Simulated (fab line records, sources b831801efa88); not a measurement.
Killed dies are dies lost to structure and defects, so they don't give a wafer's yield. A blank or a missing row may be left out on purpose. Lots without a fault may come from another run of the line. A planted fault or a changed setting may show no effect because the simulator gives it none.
Problem report in the 8D (eight disciplines) form, filled by code | flow gf180mcu | the parts of the form that need people (team, actions taken, sign-off) are left out

1. THE PROBLEM
V3_CVD_00_THK at GF_V3_THK_MEAS_01 reads a mean of 895 nm on 1 wafer of 1 lot; wafers without a fault read 598 nm with a standard deviation of 8.2. That is +36 standard deviations from the usual mean.
First seen on wafer L961.1, day 25 19:04, on film_metro-02. The record holds 33 wafers of 11 lots with a number at this step. Rule for "out", or "out of limits": more than 4 standard deviations from the usual mean. The other wafers with a number count as sound.

2. WHAT IT IS AND WHAT IT IS NOT
question                    | is                | is not
which readings at this step | V3_CVD_00_THK     | -
which lots                  | L961              | L949, L950, L952, L953, L955, L957, L958, L969, L970, L971
which wafers of those lots  | L961.1            | L961.3, L961.6
read on which gauges        | film_metro-02     | film_metro-01, film_metro-03
when                        | from day 25 19:04 | up to then (23 sound wafers); but 9 sound wafers of L969, L970, L971 came after

3. SUSPECTS, AND WHAT RULES EACH OUT
Counting: a tool at a process step up to the reading stays a suspect if it ran every lot that is out. Sound lots after the first of them don't rule it out here, since some wafers of a struck lot are sound.
- the gauge at GF_V3_THK_MEAS_01: ruled out. All the wafers that are out were read on film_metro-02, but those of them that GF_V3_CVD_00 has rows for are out there too, on other tools.
- pvd_sputter-03 at GF_M2_SPUTTER_00 (material Ti, target thk 37.5 nm, time 150 s): kept. It ran the lot that is out, L961 (day 22 20:14); its last sound lot up to then is L958 (day 21 21:19).
- pvd_sputter-04 at GF_V2_SPUTTER_22 (material TiN, target thk 10 nm, time 40 s): kept. It ran the lot that is out, L961 (day 24 20:10); its last sound lot up to then is L955 (day 22 14:55).
- rie_metal-02 at GF_M3_METAL_ETCH_16 (etches the open film in Cl2/BCl3, stops on SiO2, target depth 750.8 nm, time 125.1 s): kept. It ran the lot that is out, L961 (day 25 18:13); its last sound lot up to then is L958 (day 24 20:59).
- hdpcvd-02 at GF_V3_CVD_00 (deposits SiO2, target thk 600 nm, time 100 s): kept. It ran the lot that is out, L961 (day 25 19:00); its last sound lot up to then is L958 (day 24 21:40). Its own readings are out on those wafers: sih4_flow_sccm.
- Within hdpcvd-02 at GF_V3_CVD_00: the wafers that are out ran in chamber 0; their sound lot-mates ran in chamber 2.
Left after counting: pvd_sputter-03 at GF_M2_SPUTTER_00, pvd_sputter-04 at GF_V2_SPUTTER_22, rie_metal-02 at GF_M3_METAL_ETCH_16, hdpcvd-02 at GF_V3_CVD_00.

4. THE CAUSE (what the simulator had put in)
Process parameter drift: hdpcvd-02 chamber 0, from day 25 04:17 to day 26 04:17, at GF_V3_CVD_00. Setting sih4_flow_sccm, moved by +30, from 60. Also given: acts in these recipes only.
Counting left 4 suspects, and this tool is among them.

5. THE CHAIN OF EFFECTS, in route order
Each row: a reading whose mean over the struck wafers that have a number lies more than 3 standard deviations from the usual. Only readings for which the record gives a usual standard deviation are gone through. hours: the time from each lot's start at the first step in this table that gives one to its start at this step, as a median over the lots. sigmas: the change in usual standard deviations.
hours | step              | reading        | usual      | on struck wafers | change | sigmas
0     | GF_V3_CVD_00      | sih4_flow_sccm | 59.98 sccm | 90.14            | +30.16 | +99 or more
0     | GF_V3_THK_MEAS_01 | V3_CVD_00_THK  | 598 nm     | 895              | +297   | +36
The process steps in it:
- GF_V3_CVD_00: deposits SiO2, target thk 600 nm, time 100 s.

6. WHAT WOULD HAVE CAUGHT IT SOONER
In this record the first reading out of limits at a measuring or inspecting step was taken at day 25 19:04, 15 hours after the fault began at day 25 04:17.
The tool's own readings at GF_V3_CVD_00 were out on every struck wafer that the step has a row for (sih4_flow_sccm): an alarm limit on them would have fired on the first of those.
All the lots that are out (1) had begun GF_V3_CVD_00 on hdpcvd-02 by day 25 19:04. A hold on the tool at that time would have spared none of them.
